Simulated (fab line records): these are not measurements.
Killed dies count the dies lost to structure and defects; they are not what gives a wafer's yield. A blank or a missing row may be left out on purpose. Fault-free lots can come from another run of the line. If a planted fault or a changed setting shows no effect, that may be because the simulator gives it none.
fab line records | flow gf180mcu
record: lots: 14 wafers: 42 last_day: 34
route steps=602 shown M4@472 V4@500 MIM@512
lots with no fault: from the same line, run without faults
start_h: start of the lot's first displayed wafer, in hours after the record's first day | wait_h: hours since the lot's step before | " identical to the entry in the row above | L1.1+2: several wafers, shown together as one row | - no value, or no start was given | * or withheld: withheld | < > ~ a bound
route shown NAME@n: NAME is a module with steps in the file, n the number in the route of the first one | usual: mean/standard deviation taken from wafers without a fault | same: alike in all rows | chamber/n: place in a boat | sites: per-site readings | _std_site: standard deviation of those values | _edge_site: outer sites' mean less inner sites' | radius_mm: for every site, how far away it sits from the centre of the wafer | mask NAME#n: copy n | behind: tool/chamber where the wafer was last shaped | hold: why the lot went on hold/how many hours it stayed there/how the hold came to an end | device: the n, p or np transistor that did not switch | end of line: the route-end tests of the same wafers | for a step that has no rows: nothing shown but its recipe | killed: at the first sort, the dies lost to defects and structure; wafer yield is something else | map: dies across one wafer; x = killed, . = not, _ = none there
set.NAME: the run value of the setting; set.NAME@STEP: its run value at that earlier step | model.NAME: the simulator's own value behind a step, which no gauge read
a sample of lots followed through the steps of the route, with each step as a table and each wafer as a row
services: the hour from which a tool's chamber was out of use, counted from the record's first day as start_h (under 0 if before that day), plus the number of hours and why
== steps ==
step: GF_M4_METAL_ETCH_16
recipe: chemistry: Cl2/BCl3 mask_material: KrF target_depth_nm: 750.8 stop_on: SiO2 pressure_mtorr: 8 icp_w: 800 bias_w: 140 Cl2_flow_sccm: 80 bcl3_flow_sccm: 40 time_s: 125.1
usual: drypump_motor_current_A: 5.5/0.65 oes_product_au: 0.992/0.0054 throttle_valve_pct: 28.229/0.009
columns lot.wafer tool chamber start_h wait_h drypump_motor_current_A oes_product_au rf_hours_counter_h throttle_valve_pct
L132.2 rie_metal-02 0 535.22 0.0 6.0 0.995 9 28.216
L132.5 " 0 " " 6.0 0.993 - 28.219
L132.6 " 1 " " 4.7 0.990 - 28.231
L133.2 rie_metal-04 0 546.24 0.0 6.1 0.985 9 28.227
L133.3 " 0 " " 6.1 0.998 - 28.230
L133.4 " 1 " " 6.6 0.990 - 28.233
L136.2 rie_metal-04 1 574.34 0.0 6.6 1.002 3 28.231
L136.5 " 0 " " 6.1 0.997 - 28.227
L136.6 " 1 " " 6.6 0.990 - 28.232
L142.2 rie_metal-03 0 621.84 0.0 4.9 0.985 4 28.224
L142.3 " 0 " " 4.9 0.992 - 28.230
L142.4 " 1 " " 5.4 1.002 - 28.244
L143.3 rie_metal-04 0 623.71 0.1 6.1 0.985 - 28.225
L143.4 " 1 " " 6.6 0.992 - 28.224
L143.6 " 1 " " 6.6 0.989 - 28.220
L147.1 rie_metal-02 1 660.89 0.0 4.7 0.995 3 28.220
L147.4 " 1 " " 4.7 1.002 - 28.236
L147.5 " 1 " " 4.7 0.994 - 28.234
L148.2 rie_metal-03 1 665.54 0.0 5.4 0.988 8 28.247
L148.3 " 0 " " 4.9 0.989 - 28.224
L148.5 " 1 " " 5.4 0.985 - 28.235
L149.2 rie_metal-03 0 670.86 0.0 5.0 0.981 6 28.216
L149.4 " 1 " " 5.4 0.990 - 28.244
L149.6 " 0 " " 4.9 0.987 - 28.243
L150.1 rie_metal-03 0 675.84 0.0 5.0 0.989 6 28.242
L150.5 " 0 " " 5.0 0.990 - 28.229
L150.6 " 1 " " 5.4 0.987 - 28.239
L151.4 rie_metal-02 1 683.43 0.1 4.7 0.993 - 28.217
L151.5 " 0 " " 6.1 0.998 - 28.231
L151.6 " 1 " " 4.7 0.996 - 28.233
L152.3 rie_metal-03 0 687.62 0.1 4.9 0.994 - 28.226
L152.4 " 0 " " 5.0 1.001 - 28.236
L152.6 " 0 " " 4.9 0.988 - 28.223
L153.2 rie_metal-03 0 697.76 0.1 4.9 0.984 - 28.228
L153.3 " 0 " " 4.9 0.989 - 28.216
L153.6 " 0 " " 4.9 0.995 - 28.230
L154.1 rie_metal-02 1 702.34 0.0 4.7 0.990 5 28.240
L154.2 " 0 " " 6.1 0.984 15 28.214
L154.3 " 1 " " 4.7 0.992 - 28.234
L155.4 rie_metal-03 0 708.47 0.1 5.0 1.001 - 28.216
L155.5 " 0 " " 5.0 1.003 - 28.225
L155.6 " 0 " " 5.0 0.990 - 28.238
step: GF_V4_RS_MEAS_24
recipe: thk_meas_gauge: four-point-probe reads: W_of_V4_CVD_23+TiN_of_V4_SPUTTER_22+Ti_of_V4_SPUTTER_21
usual: V4_W_RS: 0.328/0.0035
columns lot.wafer tool chamber start_h wait_h V4_W_RS[ohm/sq]
L132.2 film_metro-03 - 559.88 0.1 0.321
L132.5 " - " " 0.325
L132.6 " - " " 0.323
L133.2 film_metro-02 - 570.90 0.1 0.327
L133.3 " - " " 0.321
L133.4 " - " " 0.325
L136.2 film_metro-04 - 598.63 0.1 0.329
L136.5 " - " " 0.328
L136.6 " - " " 0.327
L142.2 film_metro-02 - 644.56 0.1 0.332
L142.3 " - " " 0.333
L142.4 " - " " 0.332
L143.3 film_metro-04 - 646.44 0.1 0.328
L143.4 " - " " 0.329
L143.6 " - " " 0.329
L147.1 film_metro-04 - 681.86 0.1 0.331
L147.4 " - " " 0.330
L147.5 " - " " 0.331
L148.2 film_metro-02 - 686.68 0.1 0.324
L148.3 " - " " 0.328
L148.5 " - " " 0.326
L149.2 film_metro-02 - 692.33 0.1 0.323
L149.4 " - " " 0.324
L149.6 " - " " 0.324
L150.1 film_metro-03 - 698.02 0.1 0.323
L150.5 " - " " 0.323
L150.6 " - " " 0.325
L151.4 film_metro-04 - 703.75 0.1 0.325
L151.5 " - " " 0.322
L151.6 " - " " 0.327
L152.3 film_metro-04 - 708.77 0.1 0.331
L152.4 " - " " 0.329
L152.6 " - " " 0.332
L153.2 film_metro-04 - 718.09 0.2 0.324
L153.3 " - " " 0.322
L153.6 " - " " 0.326
L154.1 film_metro-03 - 723.10 0.1 0.334
L154.2 " - " " 0.338
L154.3 " - " " 0.333
L155.4 film_metro-04 - 728.72 0.1 0.322
L155.5 " - " " 0.325
L155.6 " - " " 0.326
step: GF_MIM_SPUTTER_09
recipe: material: TiN target_thk_nm: 35 power_w: 6500 time_s: 29.2 chamber_pressure_pa: 0.4
usual: chamber_pressure_pa: 0.4001/0.00083 throttle_valve_pct: 29.6/1.2
columns lot.wafer tool chamber start_h wait_h chamber_pressure_pa throttle_valve_pct
L132.2 pvd_sputter-02 - 560.72 0.0 0.3997 26.8
L132.5 " - " " 0.4009 27.4
L132.6 " - " " 0.3993 29.0
L133.2 pvd_sputter-01 - 571.74 0.0 0.4003 31.4
L133.3 " - " " 0.3987 30.2
L133.4 " - " " 0.4009 29.4
L136.2 pvd_sputter-02 - 599.47 0.0 0.3995 28.9
L136.5 " - " " 0.4001 30.1
L136.6 " - " " 0.4001 30.4
L142.2 pvd_sputter-01 - 645.41 0.0 0.3997 31.5
L142.3 " - " " 0.4010 30.0
L142.4 " - " " 0.4011 29.7
L143.3 pvd_sputter-01 - 647.34 0.0 0.4005 30.0
L143.4 " - " " 0.4006 30.3
L143.6 " - " " 0.3998 31.5
L148.2 pvd_sputter-02 - 687.52 0.0 0.3990 29.5
L148.3 " - " " 0.3999 30.1
L148.5 " - " " 0.4013 30.4
L149.2 pvd_sputter-04 - 693.17 0.0 0.4002 28.0
L149.4 " - " " 0.4014 29.1
L149.6 " - " " 0.4011 29.1
L150.1 pvd_sputter-02 - 698.88 0.0 0.4007 27.2
L150.5 " - " " 0.3997 27.4
L150.6 " - " " 0.3990 29.1
L147.1 pvd_sputter-02 - 704.43 0.0 0.3997 27.4
L147.4 " - " " 0.4007 29.1
L147.5 " - " " 0.4012 30.3
L151.4 pvd_sputter-01 - 705.04 0.0 0.4007 30.4
L151.5 " - " " 0.4001 29.9
L151.6 " - " " 0.3979 31.5
L152.3 pvd_sputter-04 - 709.59 0.0 0.3994 28.9
L152.4 " - " " 0.3991 28.9
L152.6 " - " " 0.3995 29.3
L153.2 pvd_sputter-01 - 718.93 0.0 0.3992 31.7
L153.3 " - " " 0.3998 29.8
L153.6 " - " " 0.3989 29.8
L154.1 pvd_sputter-01 - 723.96 0.0 0.4004 30.4
L154.2 " - " " 0.4010 31.5
L154.3 " - " " 0.4007 30.1
L155.4 pvd_sputter-02 - 729.52 0.0 0.4000 30.5
L155.5 " - " " 0.3995 29.1
L155.6 " - " " 0.3989 26.9
step: GF_MIM_DEVELOP_18
recipe: develop_time_s: 60 dev_temp_c: 23
usual: chill_plate_temp_C: 23.00/0.11 develop_time_s: 60/0 developer_temp_C: 22.99/0.1
columns lot.wafer tool chamber start_h wait_h chill_plate_temp_C develop_time_s developer_temp_C
L132.2 litho_track-02 0 582.56 0.1 23.00 60 23.09
L132.5 " 0 " " 22.98 60 23.09
L132.6 " 0 " " 22.81 60 23.09
L133.2 litho_track-01 0 592.59 0.1 22.88 60 22.84
L133.3 " 0 " " 22.91 60 22.92
L133.4 " 0 " " 22.96 60 22.86
L136.2 litho_track-01 0 620.54 0.1 22.84 60 23.02
L136.5 " 0 " " 22.94 60 23.01
L136.6 " 0 " " 23.08 60 23.10
L142.2 litho_track-01 - 664.59 0.1 - - -
L142.3 " - " " - - -
L142.4 " - " " - - -
L143.3 litho_track-02 - 666.83 0.1 - - -
L143.4 " - " " - - -
L143.6 " - " " - - -
L148.2 litho_track-04 0 705.36 0.1 22.84 60 22.91
L148.3 " 0 " " 23.14 60 22.87
L148.5 " 0 " " 23.05 60 23.03
L149.2 litho_track-02 0 710.76 0.1 23.09 60 23.04
L149.4 " 0 " " 23.09 60 22.98
L149.6 " 0 " " 23.29 60 23.01
L150.1 litho_track-04 0 716.23 0.1 22.95 60 22.81
L150.5 " 0 " " 22.92 60 22.99
L150.6 " 0 " " 22.98 60 22.93
L147.1 litho_track-01 0 722.01 0.1 23.04 60 23.13
L147.4 " 0 " " 23.07 60 23.06
L147.5 " 0 " " 23.03 60 23.11
L151.4 litho_track-02 0 722.86 0.1 23.08 60 22.83
L151.5 " 0 " " 22.89 60 22.99
L151.6 " 0 " " 23.01 60 22.91
L152.3 litho_track-01 0 726.91 0.1 22.99 60 23.02
L152.4 " 0 " " 22.98 60 23.17
L152.6 " 0 " " 22.99 60 23.12
L153.2 litho_track-01 0 736.68 0.1 22.99 60 22.92
L153.3 " 0 " " 23.00 60 23.11
L153.6 " 0 " " 23.14 60 22.89
L154.1 litho_track-02 0 740.78 0.1 23.21 60 22.79
L154.2 " 0 " " 23.10 60 23.04
L154.3 " 0 " " 23.16 60 23.02
L155.4 litho_track-01 0 746.68 0.1 23.04 60 22.94
L155.5 " 0 " " 23.01 60 23.04
L155.6 " 0 " " 22.99 60 22.87
== services ==
columns tool chamber start_h hours kind
rie_metal-02 - 532.12 1.4 pm
rie_metal-02 1 564.88 9.4 repair
rie_metal-02 1 590.39 21.9 repair
pvd_sputter-01 - 601.01 10.2 repair
rie_metal-02 - 641.36 4.3 pm
rie_metal-03 0 646.81 2.5 repair
rie_metal-03 - 682.77 2.8 pm
rie_metal-03 1 687.24 25.0 repair
rie_metal-02 0 710.97 - clean
rie_metal-02 0 710.97 18.1 scheduled_down
rie_metal-02 0 710.97 18.1 vent_cycle
rie_metal-03 - 720.13 1.4 pm
rie_metal-04 0 734.31 - clean
rie_metal-04 0 734.31 27.9 scheduled_down
rie_metal-04 0 734.31 27.9 vent_cycle
pvd_sputter-01 - 742.16 1.5 repair
rie_metal-02 0 744.74 12.1 repair
== key ==
first_sign: step: GF_MIM_DEVELOP_18 reading: tool_record direction: missing
effect none on later readings
met_at GF_MIM_DEVELOP_18
struck_lots L142,L143
later_rows_left_out L142.2,L142.3,L142.4,L143.3,L143.4,L143.6
sort_left_out L142.2,L142.3,L142.4,L143.3,L143.4,L143.6
not_acting_at GF_M4_METAL_ETCH_16,GF_V4_RS_MEAS_24,GF_MIM_SPUTTER_09
onset_between 620.54 664.59
fault: kind: skipped_step_whole tool: litho_track-01,litho_track-02 chamber: - onset_h: 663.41 steps: GF_MIM_DEVELOP_18 scope: struck_lots_only
sort_left_out: the simulated sort isn't trusted on such a fault, so these wafers' sort isn't shown, and their yield isn't known
later_rows_left_out: the simulator's readings of these wafers behind a module that went badly wrong aren't trusted and aren't shown, but for the sort
